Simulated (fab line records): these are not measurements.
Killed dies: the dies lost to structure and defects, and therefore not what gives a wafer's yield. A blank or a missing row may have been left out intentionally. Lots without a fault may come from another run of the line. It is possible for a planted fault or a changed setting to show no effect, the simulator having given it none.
A lot that was struck, set against a sound lot	flow gf180mcu	15 out of 602 route steps
Sound: the wafers L403.1, L403.2, L403.3. Struck: wafers L396.1, L396.2, L396.3. At the end, the cause is stated.
Order at every step that has rows: each side's tool, ch and its chambers, its first start. Under that, the readings that differ: sound wafers	struck wafers	difference of the means	sigmas: that difference in standard deviations of wafers without a fault.
alike: same words and numbers on both sides, and readings whose means sit less than 2 such deviations apart. not compared: any withheld reading, any reading some wafer has no value for, any bound like >300 that may hide the same value, and any number with overlapping values for which the record gives no deviation.
Wherever a step has rows on one side only, a row that says differs or no value, or a row with sigmas, the two part there. When numbers do not overlap yet have no deviation, they are printed without sigmas and do not part them. Lack of a reading on every wafer of one side parts them only where that side has two or more wafers.

first, 8 steps without rows for these wafers: GF_V1_DEHYDRATE_06 (time 60 s); GF_V1_HMDS_07 (prime time 60 s); GF_V1_COAT_08; GF_V1_COAT_09 (resist thk 1000 nm); GF_V1_SOFTBAKE_10 (time 60 s); GF_V1_EXPOSE_11 (exposes mask Via1, target cd 260 nm); GF_V1_PEB_12 (peb time 90 s); GF_V1_DEVELOP_13 (develop time 60 s).
GF_V1_CD_MEAS_14 targets a cd of 260 nm.
  struck on cd-sem-01, day 21 18:54; sound on cd-sem-02, day 23 20:42
  alike: cd-nm
GF_V1_OVL_MEAS_15:
  struck on overlay-02, day 21 19:01; sound on overlay-01, day 23 20:49
  alike: V1_OVL
GF_V1_ETCH_16: etches BARC in N2/H2.
  sound on rie-diel-04 ch 0,1,3, day 23 20:51; struck on rie-diel-02 ch 0,2,3, day 21 19:04
  alike: drypump-motor-current-A, oes-product-au, throttle-valve-pct
GF_V1_ETCH_17: etches SiO2 in C4F8/O2/Ar, stops on TiN, target depth 630 nm.
  sound: rie-diel-04 ch 0,1,3; struck: rie-diel-02 ch 0,2,3
  alike: oes-product-au
GF_V1_STRIP_18: strips in O2/N2.
  sound on plasma-asher-01 ch 0,1, day 23 20:59; struck on plasma-asher-04 ch 0,1, day 21 19:11
reading	sound	struck	difference	sigmas
chamber-pressure-mTorr (mTorr)	1501.2 1503.4 1499.8	1801.6 1800.5 1800.9	+299.5	+99 or more
  alike: drypump-motor-current-A, heater-power-w, oes-product-au
  not compared: rf-hours-counter-h
then, 1 step without rows for these wafers: GF_V1_STRIP_19 (strips in post etch residue remover, time 1200 s).
GF_PASSIVATION_PROBE_99:
  sound wafers here have rows in the record (prober-02, day 33 09:47); struck ones have none

WHERE THEY PART
Last at GF_PASSIVATION_PROBE_99 as far as this record goes, first at GF_V1_STRIP_18.

WHY: what had been put in by the simulator
Process parameter drift: plasma-asher-04, from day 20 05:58 on, at GF_V1_STRIP_18. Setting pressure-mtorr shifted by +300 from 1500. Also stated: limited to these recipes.
